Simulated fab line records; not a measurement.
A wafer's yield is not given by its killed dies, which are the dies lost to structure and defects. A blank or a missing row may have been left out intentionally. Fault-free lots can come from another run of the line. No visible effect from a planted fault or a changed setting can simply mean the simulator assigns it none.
fab line records -- flow sky130
record lots=6, wafers=18, last_day=50
route steps=708 shown VT_ADJUST_HVTR@133 VT_ADJUST_PCH@143 PAD_OPEN@708
lots that met no fault: taken from a fault-free run of the same line
start_h: hours from the record's first day to the start of the lot's first wafer shown -- wait_h: hours since the lot's step before -- " unchanged from the row above -- L1.1+2: a row that stands for several wafers -- - no value, or no start given -- * or withheld: withheld -- < > ~ a bound
route shown NAME@n: a module of which the file shows steps, and the number in the route of the first -- usual: average and standard deviation across the fault-free wafers -- same: alike in all rows -- chamber/n: place in a boat -- sites: each site's reading -- _std_site: how widely they spread, as a standard deviation -- _edge_site: the outer-site mean with the inner-site mean subtracted -- radius_mm: how far each site lies from the wafer's centre -- mask NAME#n: copy n -- behind: the most recent tool/chamber to have shaped the wafer -- hold: the reason the lot was held/the length of the hold in hours/how it ended -- device: which transistor (n, p or np) failed to switch -- end of line: tests of these same wafers at the route's end -- where a step has no rows: the recipe by itself -- killed: not the wafer's yield, but the dies lost to structure and defects at the first sort -- map: the dies of a wafer, with x for killed, . for not killed, _ for no die there
set.NAME: the setting that was run; set.NAME@STEP: the one run at that earlier step -- model.NAME: the simulator's own value behind a step, which no gauge read
lots seen at some steps along the route; tables by step, rows by wafer
services: from which hour (start_h, from the record's first day; less than 0 if before it) a tool's chamber was out of use, for how many hours, and why
## steps
# step SKY_VT_ADJUST_HVTR_COAT_02
# recipe resist=NOVOLAK, spin_rpm=3000, resist_thk_nm=1140
# step SKY_VT_ADJUST_HVTR_SOFTBAKE_03
# recipe temp_c=90, time_s=60, resist=NOVOLAK
# step SKY_VT_ADJUST_HVTR_EXPOSE_04
# recipe mask_id=HVTRM, target_cd_nm=380, na=0.6, source_shape=conventional, sigma_outer=0.6, dose_mj=150
# step SKY_VT_ADJUST_HVTR_PEB_05
# recipe temp_c=withheld, time_s=*, resist=NOVOLAK
# step SKY_VT_ADJUST_HVTR_DEVELOP_06
# recipe develop_time_s=60, dev_temp_c=23
# step SKY_VT_ADJUST_HVTR_CD_MEAS_07
# recipe target_cd_nm=380
# usual cd_nm=380.2/2.6
lot.wafer,tool,chamber,start_h,wait_h,cd_nm
L717.3,cd_sem-02,-,212.73,0.1,380.6
L717.4,cd_sem-02,-,212.73,0.1,379.6
L717.6,cd_sem-02,-,212.73,0.1,382.8
L724.1,cd_sem-01,-,257.47,0.1,382.0
L724.3,cd_sem-01,-,257.47,0.1,381.3
L724.6,cd_sem-01,-,257.47,0.1,380.8
L726.3,cd_sem-02,-,270.80,0.1,382.3
L726.4,cd_sem-02,-,270.80,0.1,383.6
L726.5,cd_sem-02,-,270.80,0.1,383.2
L729.1,cd_sem-02,-,298.32,0.1,382.2
L729.3,cd_sem-02,-,298.32,0.1,380.3
L729.6,cd_sem-02,-,298.32,0.1,380.8
L735.1,cd_sem-01,-,331.69,0.1,384.1
L735.2,cd_sem-01,-,331.69,0.1,380.1
L735.5,cd_sem-01,-,331.69,0.1,380.0
L739.2,cd_sem-02,-,361.41,0.1,382.5
L739.5,cd_sem-02,-,361.41,0.1,384.7
L739.6,cd_sem-02,-,361.41,0.1,382.9
# step SKY_VT_ADJUST_HVTR_OVL_MEAS_08
# usual VT_ADJUST_HVTR_OVL=0.3/1.6
lot.wafer,tool,chamber,start_h,wait_h,VT_ADJUST_HVTR_OVL[nm]
L717.3,overlay-02,-,212.82,0.1,-0.1
L717.4,overlay-02,-,212.82,0.1,-2.5
L717.6,overlay-02,-,212.82,0.1,-2.0
L724.1,overlay-01,-,257.59,0.1,1.0
L724.3,overlay-01,-,257.59,0.1,0.0
L724.6,overlay-01,-,257.59,0.1,1.5
L726.3,overlay-02,-,270.89,0.1,-0.1
L726.4,overlay-02,-,270.89,0.1,1.0
L726.5,overlay-02,-,270.89,0.1,-0.7
L729.1,overlay-01,-,298.44,0.1,-0.6
L729.3,overlay-01,-,298.44,0.1,0.0
L729.6,overlay-01,-,298.44,0.1,-1.1
L735.1,overlay-02,-,331.81,0.1,-3.2
L735.2,overlay-02,-,331.81,0.1,-0.8
L735.5,overlay-02,-,331.81,0.1,-2.8
L739.2,overlay-02,-,361.51,0.1,-2.2
L739.5,overlay-02,-,361.51,0.1,-0.3
L739.6,overlay-02,-,361.51,0.1,-2.4
# step SKY_VT_ADJUST_HVTR_IMPLANT_09
# recipe species=B, energy_kev=10, dose_cm2=2.1e+12, tilt_deg=withheld
# step SKY_VT_ADJUST_HVTR_STRIP_10
# recipe chemistry=O2/N2, power_w=1400, pressure_mtorr=1500, platen_temp_c=withheld, o2_flow_sccm=3000, n2_flow_sccm=300, overash_fraction=0.5
# usual drypump_motor_current_A=5.91/0.28, n2_flow_sccm=300.1/1.1, oes_product_au=0.716/0.0044, strip_time_to_endpoint_s=14.16/0.037
lot.wafer,tool,chamber,start_h,wait_h,drypump_motor_current_A,n2_flow_sccm,oes_product_au,rf_hours_counter_h,strip_time_to_endpoint_s
L717.3,plasma_asher-03,1,213.03,0.1,5.91,300.4,0.713,-,14.17
L717.4,plasma_asher-03,0,213.03,0.1,6.16,300.1,0.711,-,14.22
L717.6,plasma_asher-03,0,213.03,0.1,6.16,298.0,0.719,-,14.20
L724.1,plasma_asher-01,1,257.77,0.1,5.76,299.2,0.719,62,14.17
L724.3,plasma_asher-01,0,257.77,0.1,5.67,300.8,0.718,-,14.19
L724.6,plasma_asher-01,0,257.77,0.1,5.68,301.3,0.712,-,14.15
L726.3,plasma_asher-03,0,271.10,0.1,6.15,299.4,0.719,-,14.20
L726.4,plasma_asher-03,1,271.10,0.1,5.91,299.1,0.720,-,14.21
L726.5,plasma_asher-03,1,271.10,0.1,5.95,298.3,0.709,-,14.19
L729.1,plasma_asher-02,1,298.69,0.1,5.52,299.3,0.723,60,14.16
L729.3,plasma_asher-02,0,298.69,0.1,6.36,298.8,0.713,-,14.19
L729.6,plasma_asher-02,0,298.69,0.1,6.36,300.3,0.719,-,14.16
L735.1,plasma_asher-02,1,331.99,0.1,5.53,302.3,0.722,63,14.16
L735.2,plasma_asher-02,0,331.99,0.1,6.36,298.8,0.709,63,14.19
L735.5,plasma_asher-02,0,331.99,0.1,6.37,299.0,0.718,-,14.22
L739.2,plasma_asher-01,0,361.69,0.1,5.72,299.6,0.724,73,14.17
L739.5,plasma_asher-01,1,361.69,0.1,5.73,301.1,0.716,-,14.14
L739.6,plasma_asher-01,0,361.69,0.1,5.72,300.2,0.711,-,14.09
# step SKY_VT_ADJUST_HVTR_TW_MEAS_11
# usual VT_ADJUST_HVTR_TW=212.8/2.6
lot.wafer,tool,chamber,start_h,wait_h,VT_ADJUST_HVTR_TW
L717.3,film_metro-01,-,213.11,0.1,214.4
L717.4,film_metro-01,-,213.11,0.1,216.4
L717.6,film_metro-01,-,213.11,0.1,215.5
L724.1,film_metro-03,-,257.87,0.1,210.2
L724.3,film_metro-03,-,257.87,0.1,211.6
L724.6,film_metro-03,-,257.87,0.1,210.8
L726.3,film_metro-02,-,271.19,0.1,209.7
L726.4,film_metro-02,-,271.19,0.1,211.1
L726.5,film_metro-02,-,271.19,0.1,210.6
L729.1,film_metro-03,-,298.79,0.1,211.1
L729.3,film_metro-03,-,298.79,0.1,209.0
L729.6,film_metro-03,-,298.79,0.1,208.5
L735.1,film_metro-02,-,332.09,0.1,212.4
L735.2,film_metro-02,-,332.09,0.1,211.2
L735.5,film_metro-02,-,332.09,0.1,211.6
L739.2,film_metro-01,-,361.80,0.1,216.0
L739.5,film_metro-01,-,361.80,0.1,215.2
L739.6,film_metro-01,-,361.80,0.1,214.4
# step SKY_VT_ADJUST_PCH_DEHYDRATE_00
# recipe temp_c=200, time_s=60
# step SKY_VT_ADJUST_PCH_HMDS_01
# recipe prime_time_s=60, prime_temp_c=120
# step SKY_VT_ADJUST_PCH_COAT_02
# recipe spin_rpm=2000, resist_thk_nm=3000
# usual spin_speed_rpm=2000.0/1.3
lot.wafer,tool,chamber,start_h,wait_h,spin_speed_rpm,model.coat_of_VT_ADJUST_PCH_COAT_02.thk_nm
L717.3,litho_track-02,0,224.37,0.1,1998.5,2991
L717.4,litho_track-02,0,224.37,0.1,2000.2,2990
L717.6,litho_track-02,0,224.37,0.1,1999.0,2984
L724.1,litho_track-02,0,269.92,0.1,1741.6,3198
L724.3,litho_track-02,0,269.92,0.1,1740.7,3186
L724.6,litho_track-02,0,269.92,0.1,1741.4,3189
L726.3,litho_track-02,0,282.37,0.1,1743.4,3213
L726.4,litho_track-02,0,282.37,0.1,1741.9,3224
L726.5,litho_track-02,0,282.37,0.1,1741.4,3217
L729.1,litho_track-01,0,310.09,0.1,1998.0,3000
L729.3,litho_track-01,0,310.09,0.1,1996.7,3011
L729.6,litho_track-01,0,310.09,0.1,2000.1,3003
L735.1,litho_track-03,0,344.97,0.1,1999.3,2994
L735.2,litho_track-03,0,344.97,0.1,1998.5,2989
L735.5,litho_track-03,0,344.97,0.1,2000.9,2999
L739.2,litho_track-01,0,375.06,0.1,2000.1,2992
L739.5,litho_track-01,0,375.06,0.1,2002.2,2986
L739.6,litho_track-01,0,375.06,0.1,2000.3,2991
# step SKY_VT_ADJUST_PCH_SOFTBAKE_03
# recipe temp_c=110, time_s=withheld
# step SKY_VT_ADJUST_PCH_EXPOSE_04
# recipe mask_id=NWM, na=0.6, source_shape=conventional, sigma_outer=0.6, polarization=unpolarized, target_cd_nm=840, dose_mj=255
# step SKY_VT_ADJUST_PCH_PEB_05
# recipe temp_c=115, time_s=withheld
# step SKY_VT_ADJUST_PCH_DEVELOP_06
# recipe wall_angle_deg=90, developer=TMAH, develop_time_s=60, dev_temp_c=23
lot.wafer,tool,chamber,start_h,wait_h,model.coat_of_VT_ADJUST_PCH_COAT_02.thk_nm
L717.3,litho_track-01,0,-,-,2987
L717.4,litho_track-01,0,-,-,2986
L717.6,litho_track-01,0,-,-,2979
L724.1,litho_track-03,0,-,-,3194
L724.3,litho_track-03,0,-,-,3182
L724.6,litho_track-03,0,-,-,3185
L726.3,litho_track-01,0,-,-,3209
L726.4,litho_track-01,0,-,-,3219
L726.5,litho_track-01,0,-,-,3213
L729.1,litho_track-01,0,-,-,2995
L729.3,litho_track-01,0,-,-,3006
L729.6,litho_track-01,0,-,-,2998
L735.1,litho_track-03,0,-,-,2989
L735.2,litho_track-03,0,-,-,2985
L735.5,litho_track-03,0,-,-,2995
L739.2,litho_track-03,0,-,-,2988
L739.5,litho_track-03,0,-,-,2981
L739.6,litho_track-03,0,-,-,2987
# step SKY_VT_ADJUST_PCH_OVL_MEAS_07
# usual VT_ADJUST_PCH_OVL=-0.3/1.4
lot.wafer,tool,chamber,start_h,wait_h,VT_ADJUST_PCH_OVL[nm]
L717.3,overlay-02,-,235.75,-,-1.2
L717.4,overlay-02,-,235.75,-,-0.1
L717.6,overlay-02,-,235.75,-,-0.1
L724.1,overlay-01,-,281.02,-,-1.0
L724.3,overlay-01,-,281.02,-,-0.3
L724.6,overlay-01,-,281.02,-,-1.0
L726.3,overlay-01,-,295.65,-,0.5
L726.4,overlay-01,-,295.65,-,-1.2
L726.5,overlay-01,-,295.65,-,-0.3
L729.1,overlay-01,-,322.74,-,-0.5
L729.3,overlay-01,-,322.74,-,-1.1
L729.6,overlay-01,-,322.74,-,0.0
L735.1,overlay-02,-,358.37,-,0.4
L735.2,overlay-02,-,358.37,-,-0.8
L735.5,overlay-02,-,358.37,-,-1.7
L739.2,overlay-01,-,388.57,-,-0.3
L739.5,overlay-01,-,388.57,-,0.5
L739.6,overlay-01,-,388.57,-,-1.4
# step SKY_VT_ADJUST_PCH_IMPLANT_08
# recipe species=B, energy_kev=10, dose_cm2=5.095e+11, tilt_deg=withheld
# step SKY_VT_ADJUST_PCH_STRIP_09
# recipe chemistry=O2/N2, power_w=1400, pressure_mtorr=1500, platen_temp_c=withheld, o2_flow_sccm=3000, n2_flow_sccm=300, overash_fraction=0.5
# usual drypump_motor_current_A=5.92/0.25, n2_flow_sccm=299.9/0.87, oes_product_au=0.722/0.0043, strip_time_to_endpoint_s=36.87/0.1
lot.wafer,tool,chamber,start_h,wait_h,drypump_motor_current_A,n2_flow_sccm,oes_product_au,rf_hours_counter_h,strip_time_to_endpoint_s
L717.3,plasma_asher-04,0,235.96,0.1,6.07,302.3,0.726,-,36.80
L717.4,plasma_asher-04,1,235.96,0.1,6.00,299.8,0.726,-,36.78
L717.6,plasma_asher-04,1,235.96,0.1,5.99,300.8,0.723,-,36.70
L724.1,plasma_asher-01,1,281.20,0.1,5.75,298.8,0.722,65,39.18
L724.3,plasma_asher-01,0,281.20,0.1,5.70,298.5,0.720,-,39.03
L724.6,plasma_asher-01,1,281.20,0.1,5.73,298.6,0.724,-,39.08
L726.3,plasma_asher-04,0,295.86,0.1,6.05,299.7,0.720,-,39.33
L726.4,plasma_asher-04,1,295.86,0.1,6.01,299.7,0.728,-,39.47
L726.5,plasma_asher-04,1,295.86,0.1,6.02,299.9,0.716,-,39.40
L729.1,plasma_asher-02,0,322.92,0.1,6.37,298.9,0.716,63,36.90
L729.3,plasma_asher-02,1,322.92,0.1,5.53,301.5,0.726,-,37.04
L729.6,plasma_asher-02,0,322.92,0.1,6.38,298.7,0.716,-,36.96
L735.1,plasma_asher-04,0,358.55,0.1,6.04,299.0,0.722,54,36.84
L735.2,plasma_asher-04,1,358.55,0.1,6.01,297.8,0.720,54,36.78
L735.5,plasma_asher-04,0,358.55,0.1,6.07,299.2,0.715,-,36.90
L739.2,plasma_asher-04,0,388.75,0.1,6.05,299.4,0.725,56,36.84
L739.5,plasma_asher-04,1,388.75,0.1,5.99,300.4,0.716,-,36.76
L739.6,plasma_asher-04,0,388.75,0.1,6.07,299.5,0.720,-,36.81
# step SKY_VT_ADJUST_PCH_TW_MEAS_10
# usual VT_ADJUST_PCH_TW=144.2/1.9
lot.wafer,tool,chamber,start_h,wait_h,VT_ADJUST_PCH_TW
L717.3,film_metro-01,-,236.04,0.1,147.0
L717.4,film_metro-01,-,236.04,0.1,146.6
L717.6,film_metro-01,-,236.04,0.1,145.5
L724.1,film_metro-02,-,281.30,0.1,143.2
L724.3,film_metro-02,-,281.30,0.1,142.3
L724.6,film_metro-02,-,281.30,0.1,143.5
L726.3,film_metro-02,-,295.94,0.1,143.1
L726.4,film_metro-02,-,295.94,0.1,142.5
L726.5,film_metro-02,-,295.94,0.1,142.2
L729.1,film_metro-04,-,323.02,0.1,143.0
L729.3,film_metro-04,-,323.02,0.1,142.4
L729.6,film_metro-04,-,323.02,0.1,142.5
L735.1,film_metro-01,-,358.65,0.1,146.7
L735.2,film_metro-01,-,358.65,0.1,146.3
L735.5,film_metro-01,-,358.65,0.1,146.4
L739.2,film_metro-02,-,388.86,0.1,143.0
L739.5,film_metro-02,-,388.86,0.1,144.3
L739.6,film_metro-02,-,388.86,0.1,145.0
# step SKY_PAD_OPEN_PROBE_99
# usual killed_at_M0_to_M3=43/7.6, killed_at_M4_up=2.8/1.9, killed_at_contacts=24/4.7, killed_at_front_end=16/4.4, killed_at_other=0.2/0.4, killed_dies=86/9.9, killed_open=47/8.2, killed_short=39/6.3
# same gross_dies=492, killed_at_back_side=0
lot.wafer,tool,chamber,start_h,wait_h,killed_at_M0_to_M3,killed_at_M4_up,killed_at_contacts,killed_at_front_end,killed_at_other,killed_dies,killed_open,killed_short
L717.3,prober-02,-,1084.58,0.2,38,5,26,19,0,88,45,43
L717.4,prober-02,-,1084.63,0.2,49,2,37,19,0,107,58,49
L717.6,prober-02,-,1084.73,0.2,45,3,15,24,0,87,46,41
L726.3,prober-02,-,1132.16,0.2,44,4,25,18,0,91,53,38
L726.4,prober-02,-,1132.21,0.2,36,6,25,17,0,84,38,46
L726.5,prober-02,-,1132.26,0.2,38,6,23,13,1,81,36,45
L729.1,prober-01,-,1148.73,0.1,30,6,19,14,0,69,37,32
L729.3,prober-01,-,1148.83,0.2,40,5,18,14,0,77,37,40
L729.6,prober-01,-,1148.98,0.2,32,1,27,21,0,81,36,45
L739.2,prober-01,-,1189.39,0.1,44,1,29,8,0,82,45,37
L739.5,prober-01,-,1189.54,0.2,34,2,34,15,0,85,54,31
L739.6,prober-01,-,1189.59,0.2,62,4,24,14,0,104,49,55
# killed by level:class
L717.3 VIA1:geometric_particle:open=11 LI_CONTACT:geometric_particle:open=9 METAL2:geometric_particle:short=7 POLY_GATE:geometric_particle:open=7 METAL1:geometric_particle:short=7 LOCAL_INTERCONNECT:geometric_particle:short=6 METAL4:geometric_particle:short=5 FIELD_ISO:geometric_particle:short=4
L717.4 VIA1:geometric_particle:open=14 CONTACT:geometric_particle:open=10 LI_CONTACT:geometric_particle:open=9 METAL1:geometric_particle:short=8 FIELD_ISO:geometric_particle:short=7 VIA1:geometric_particle:short=7 CONTACT:geometric_particle:short=7 VIA2:geometric_particle:open=6
L717.6 VIA3:geometric_particle:open=11 METAL1:geometric_particle:short=10 LI_CONTACT:geometric_particle:open=10 FIELD_ISO:geometric_particle:open=7 FIELD_ISO:geometric_particle:short=6 VIA1:geometric_particle:short=5 VIA2:geometric_particle:open=5 POLY_GATE:geometric_particle:short=4
L726.3 VIA1:geometric_particle:open=11 CONTACT:geometric_particle:open=8 METAL2:geometric_particle:short=8 LI_CONTACT:geometric_particle:open=7 METAL1:geometric_particle:short=6 POLY_GATE:geometric_particle:open=5 METAL1:geometric_particle:open=4 VIA2:geometric_particle:open=4
L726.4 LI_CONTACT:geometric_particle:open=10 METAL1:geometric_particle:short=9 VIA1:geometric_particle:open=7 LOCAL_INTERCONNECT:geometric_particle:short=6 CONTACT:geometric_particle:open=6 METAL4:geometric_particle:short=6 POLY_GATE:geometric_particle:short=5 VIA3:geometric_particle:open=5
L726.5 LOCAL_INTERCONNECT:geometric_particle:short=8 METAL1:geometric_particle:short=7 VIA1:geometric_particle:open=7 METAL2:geometric_particle:short=6 CONTACT:geometric_particle:open=5 VIA2:geometric_particle:short=5 FIELD_ISO:geometric_particle:short=4 POLY_GATE:geometric_particle:open=4
L729.1 LI_CONTACT:geometric_particle:open=8 VIA1:geometric_particle:open=7 CONTACT:geometric_particle:short=5 FIELD_ISO:geometric_particle:open=4 METAL4:geometric_particle:short=4 VIA3:geometric_particle:open=4 VIA2:geometric_particle:open=4 VIA1:geometric_particle:short=4
L729.3 FIELD_ISO:geometric_particle:short=6 CONTACT:geometric_particle:open=6 VIA2:geometric_particle:short=6 VIA1:geometric_particle:open=6 VIA3:geometric_particle:open=6 VIA1:geometric_particle:short=5 FIELD_ISO:geometric_particle:open=4 LI_CONTACT:geometric_particle:open=4
L729.6 FIELD_ISO:geometric_particle:short=11 CONTACT:geometric_particle:open=10 METAL2:geometric_particle:short=7 LI_CONTACT:geometric_particle:open=6 FIELD_ISO:geometric_particle:open=5 VIA1:geometric_particle:short=5 CONTACT:geometric_particle:short=5 VIA1:geometric_particle:open=5
L739.2 CONTACT:geometric_particle:open=14 VIA1:geometric_particle:open=11 METAL2:geometric_particle:short=11 CONTACT:geometric_particle:short=5 VIA3:geometric_particle:open=5 LI_CONTACT:geometric_particle:open=4 LOCAL_INTERCONNECT:geometric_particle:short=4 METAL1:geometric_particle:short=4
L739.5 CONTACT:geometric_particle:open=11 VIA1:geometric_particle:open=11 LI_CONTACT:geometric_particle:open=8 FIELD_ISO:geometric_particle:open=7 CONTACT:geometric_particle:short=7 VIA3:geometric_particle:open=6 LOCAL_INTERCONNECT:geometric_particle:short=5 VIA2:geometric_particle:open=4
L739.6 VIA3:geometric_particle:open=11 METAL2:geometric_particle:short=11 VIA1:geometric_particle:open=10 CONTACT:geometric_particle:open=8 CONTACT:geometric_particle:short=6 METAL1:geometric_particle:short=6 VIA3:geometric_particle:short=5 VIA1:geometric_particle:short=5
## services
tool,chamber,start_h,hours,kind
plasma_asher-03,-,263.95,3.8,repair
plasma_asher-02,-,268.88,1.4,repair
plasma_asher-03,-,310.88,2.8,pm
plasma_asher-04,-,314.19,2.8,pm
plasma_asher-03,-,315.51,2.1,repair
plasma_asher-04,-,363.16,14.6,pm
plasma_asher-02,-,370.50,2.0,repair
## key
first_sign step=SKY_VT_ADJUST_PCH_COAT_02, reading=spin_speed_rpm, direction=down, sigmas=99+, usual=2000.0, struck=1741.8
effect step=SKY_VT_ADJUST_PCH_STRIP_09, reading=strip_time_to_endpoint_s, direction=up, sigmas=23, usual=*, struck=*
model_effect step=SKY_VT_ADJUST_PCH_COAT_02, value=coat_of_VT_ADJUST_PCH_COAT_02.thk_nm, without=2990, struck=3205
model_effect step=SKY_VT_ADJUST_PCH_DEVELOP_06, value=coat_of_VT_ADJUST_PCH_COAT_02.thk_nm, without=2986, struck=3200
met_at SKY_VT_ADJUST_PCH_COAT_02
struck_wafers L724.1,L724.3,L724.6,L726.3,L726.4,L726.5
tester_left_out L724,L726
onset_between 224.37 269.92
fault kind=process_parameter_drift, tool=litho_track-02, chamber=-, onset_h=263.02, steps=SKY_VT_ADJUST_PCH_COAT_02, channel=spin_rpm, offset=-258.69, shape=step, end_h=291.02, acts_in=these_recipes_only, stated=2000
# tester_left_out: of these lots the tester's yield and bins aren't shown, on N5 and GAA mostly nor the transistor test; their killed dies are dies lost to structure and defects alone, not to doping, threshold or leakage, so they don't give the yield
